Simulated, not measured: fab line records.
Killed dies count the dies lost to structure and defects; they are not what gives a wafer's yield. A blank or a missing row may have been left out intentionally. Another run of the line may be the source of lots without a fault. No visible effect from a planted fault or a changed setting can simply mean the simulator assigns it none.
Which tool is to blame? | flow gf180mcu | 36 wafers from 12 lots sampled at 6 of the route's 602 steps

WHAT EACH GAUGE READ, for each wafer
GF_STI_THK_MEAS_22.
lot  | measured    | on            | STI_OXIDATION_01_THK (nm)
L912 | day 2 13:05 | film metro-03 | 14.6 15.0 14.8
L913 | day 2 18:25 | film metro-03 | 15.2 15.1 15.1
L916 | day 3 10:29 | film metro-02 | 15.0 14.8 14.9
L918 | day 3 20:01 | film metro-01 | 14.9 14.9 14.9
L920 | day 4 06:46 | film metro-02 | 15.5 15.5 15.5
L921 | day 4 12:04 | film metro-03 | 14.5 14.9 14.7
L922 | day 4 17:37 | film metro-01 | 14.3 14.2 14.3
L924 | day 5 04:26 | film metro-03 | 15.1 14.9 15.0
L925 | day 5 11:33 | film metro-03 | 15.1 15.2 15.2
L926 | day 5 13:29 | film metro-01 | 14.9 14.8 14.9
L927 | day 5 18:22 | film metro-01 | 14.7 14.7 14.4
L931 | day 6 16:36 | film metro-03 | 14.8 14.7 15.0

GF_MVSD_OVL_MEAS_07.
lot  | measured    | on         | MVSD_OVL (nm)
L912 | day 4 20:40 | overlay-01 | 0.1 0.1 -0.1
L913 | day 5 03:19 | overlay-01 | 1.7 -1.4 0.4
L916 | day 5 18:48 | overlay-01 | 1.3 -0.9 -1.5
L918 | day 6 07:34 | overlay-02 | 1.3 1.3 1.9
L920 | day 6 19:02 | overlay-02 | 0.2 0.0 0.4
L921 | day 7 02:34 | overlay-01 | -1.1 0.3 0.8
L922 | day 7 06:35 | overlay-01 | -0.6 0.3 -2.3
L924 | day 7 19:34 | overlay-02 | -0.4 -2.5 -0.8
L925 | day 8 04:05 | overlay-02 | 1.1 1.0 2.7
L926 | day 8 06:03 | overlay-01 | 1.0 0.1 3.0
L927 | day 8 13:31 | overlay-01 | 2.1 1.3 0.7
L931 | day 9 11:42 | overlay-02 | - - -

GF_MVSD_TW_MEAS_11.
lot  | measured    | on            | MVSD_TW
L912 | day 4 21:06 | film metro-02 | 1554 1572 1558
L913 | day 5 03:45 | film metro-02 | 1557 1573 1570
L916 | day 5 19:14 | film metro-01 | 1584 1578 1594
L918 | day 6 07:59 | film metro-04 | 1586 1582 1590
L920 | day 6 19:28 | film metro-04 | 1587 1583 1581
L921 | day 7 03:00 | film metro-04 | 1575 1577 1581
L922 | day 7 07:01 | film metro-04 | 1591 1589 1581
L924 | day 7 19:59 | film metro-02 | 1568 1560 1561
L925 | day 8 04:31 | film metro-02 | 1552 1558 1553
L926 | day 8 06:29 | film metro-02 | 1555 1542 1554
L927 | day 8 13:57 | film metro-04 | 1562 1565 1555
L931 | day 9 12:08 | film metro-04 | 30 30 30 30 30 30

WHAT TOOL EACH LOT RAN ON (gives the tool, then ch and the chambers of the sampled wafers, and finally the start)
lot  | GF_STI_ETCH_13                    | GF_STI_CMP_25                | GF_MVSD_EXPOSE_04
L912 | rie diel-01 ch 0,1, day 2 11:21   | cmp-01 ch 0,1, day 2 13:17   | iline stepper-01 ch 0, day 4 14:14
L913 | rie diel-03 ch 0,1,3, day 2 16:41 | cmp-02 ch 0,1,2, day 2 18:37 | iline stepper-02 ch 0, day 4 20:27
L916 | rie diel-01 ch 0,1,2, day 3 08:11 | cmp-01 ch 1,3, day 3 10:44   | iline stepper-02 ch 0, day 5 12:06
L918 | rie diel-03 ch 0,1,3, day 3 17:40 | cmp-01 ch 0,1,2, day 3 20:26 | iline stepper-01 ch 0, day 6 00:20
L920 | rie diel-01 ch 1,2,3, day 4 05:00 | cmp-02 ch 1,3, day 4 06:57   | iline stepper-02 ch 0, day 6 11:26
L921 | rie diel-01 ch 0,1, day 4 10:05   | cmp-01 ch 0,3, day 4 12:18   | iline stepper-02 ch 0, day 6 18:50
L922 | rie diel-03 ch 0,1, day 4 15:53   | cmp-02 ch 0,1,2, day 4 17:54 | iline stepper-02 ch 0, day 6 22:34
L924 | rie diel-02 ch 0,2, day 5 01:37   | cmp-01 ch 0,1, day 5 04:41   | iline stepper-01 ch 0, day 7 11:44
L925 | rie diel-03 ch 0,2, day 5 09:49   | cmp-01 ch 0,3, day 5 11:48   | iline stepper-01 ch 0, day 7 20:15
L926 | rie diel-03 ch 0,2,3, day 5 11:28 | cmp-01 ch 0,2,3, day 5 13:40 | iline stepper-01 ch 0, day 7 21:48
L927 | rie diel-03 ch 0,1,3, day 5 16:37 | cmp-02 ch 0,1,2, day 5 18:33 | iline stepper-01 ch 0, day 8 05:21
L931 | rie diel-03 ch 2,3, day 6 14:52   | cmp-01 ch 0,2,3, day 6 16:56 | iline stepper-01 ch 0, day 9 03:39
- GF_STI_ETCH_13: etches the open film in CHF3/O2, stops on Si, target depth 282.31 nm, time 112.9 s.
- GF_STI_CMP_25: polishes, stops on Si3N4, t overpolish 33 s, target thk 524.6 nm.
- GF_MVSD_EXPOSE_04: exposes mask MVSD, target cd 1000 nm.

WHAT THE TOOLS THEMSELVES READ (means of the sampled wafers that have a number; where no wafer has one, the mark that the record gives instead)
GF_STI_ETCH_13.
lot  | tool        | chf3 flow sccm (sccm) | drypump motor current A (A) | oes product au (a.u.) | throttle valve pct (%)
L912 | rie diel-01 | 49.92                 | 5.7                         | 0.835                 | 8.805
L913 | rie diel-03 | 50.12                 | 5.9                         | 0.831                 | 8.810
L916 | rie diel-01 | 50.09                 | 5.7                         | 0.845                 | 8.810
L918 | rie diel-03 | 49.99                 | 5.9                         | 0.835                 | 8.806
L920 | rie diel-01 | 49.86                 | 5.5                         | 0.835                 | 8.807
L921 | rie diel-01 | 49.94                 | 5.7                         | 0.834                 | 8.805
L922 | rie diel-03 | 49.94                 | 6.0                         | 0.838                 | 8.805
L924 | rie diel-02 | 49.91                 | 5.1                         | 0.836                 | 8.811
L925 | rie diel-03 | 50.09                 | 5.5                         | 0.835                 | 8.815
L926 | rie diel-03 | 49.89                 | 5.6                         | 0.833                 | 8.809
L927 | rie diel-03 | 49.94                 | 5.9                         | 0.839                 | 8.799
L931 | rie diel-03 | 49.97                 | 5.4                         | 0.835                 | 8.813

GF_STI_CMP_25.
lot  | tool   | motor current A (A) | overpolish run s (s) | time to endpoint s (s)
L912 | cmp-01 | 10.6                | 32.996               | 130
L913 | cmp-02 | 12.2                | 32.997               | 118
L916 | cmp-01 | 10.7                | 32.999               | 125
L918 | cmp-01 | 11.0                | 33.005               | 132
L920 | cmp-02 | 14.6                | 32.995               | 123
L921 | cmp-01 | 11.6                | 33.012               | 120
L922 | cmp-02 | 12.1                | 33.003               | 121
L924 | cmp-01 | 11.0                | 32.994               | 126
L925 | cmp-01 | 11.6                | 33.001               | 122
L926 | cmp-01 | 11.4                | 33.006               | 127
L927 | cmp-02 | 12.0                | 33.007               | 118
L931 | cmp-01 | 11.6                | 33.009               | 124

THE ANSWER, worked out from the rows above alone
Rule: what is usual is taken from the lots themselves. The widest of any qualifying gaps counts: lots, ordered by their means at a reading, are off when they make up no more than a third of the lots, leave a main group of 4 or more, and stand apart from it by 3 or more times the standard deviation of that group's means. Not used: any main group whose means are identical at the precision the tables above print for the reading. A lot without any number at a reading at which 4 lots or more have one is off too. The other lots that the step has rows for count as sound. First the gauges in route order, then the tools' own readings, where a lot's mean is used as printed above. The first step at which some lot is off is used, and at that step the reading that is off furthest; a lot without a number counts as furthest.
Off: L931, at GF_MVSD_OVL_MEAS_07 (MVSD_OVL). Without a number there: L931. The main group: mean 0.3 nm, standard deviation 0.94.
A tool fits if, at a process step before that reading, it ran every lot that is off, and no sound lot after the first of them. Not tried: the gauges at GF_MVSD_OVL_MEAS_07; whatever is off there is also off at GF_MVSD_TW_MEAS_11, on other tools, and gauge error can't account for it. Can't be told from this: 3 tools fit, rie diel-03 at GF_STI_ETCH_13, cmp-01 at GF_STI_CMP_25, iline stepper-01 at GF_MVSD_EXPOSE_04.

WHAT THE SIMULATOR HAD PUT IN
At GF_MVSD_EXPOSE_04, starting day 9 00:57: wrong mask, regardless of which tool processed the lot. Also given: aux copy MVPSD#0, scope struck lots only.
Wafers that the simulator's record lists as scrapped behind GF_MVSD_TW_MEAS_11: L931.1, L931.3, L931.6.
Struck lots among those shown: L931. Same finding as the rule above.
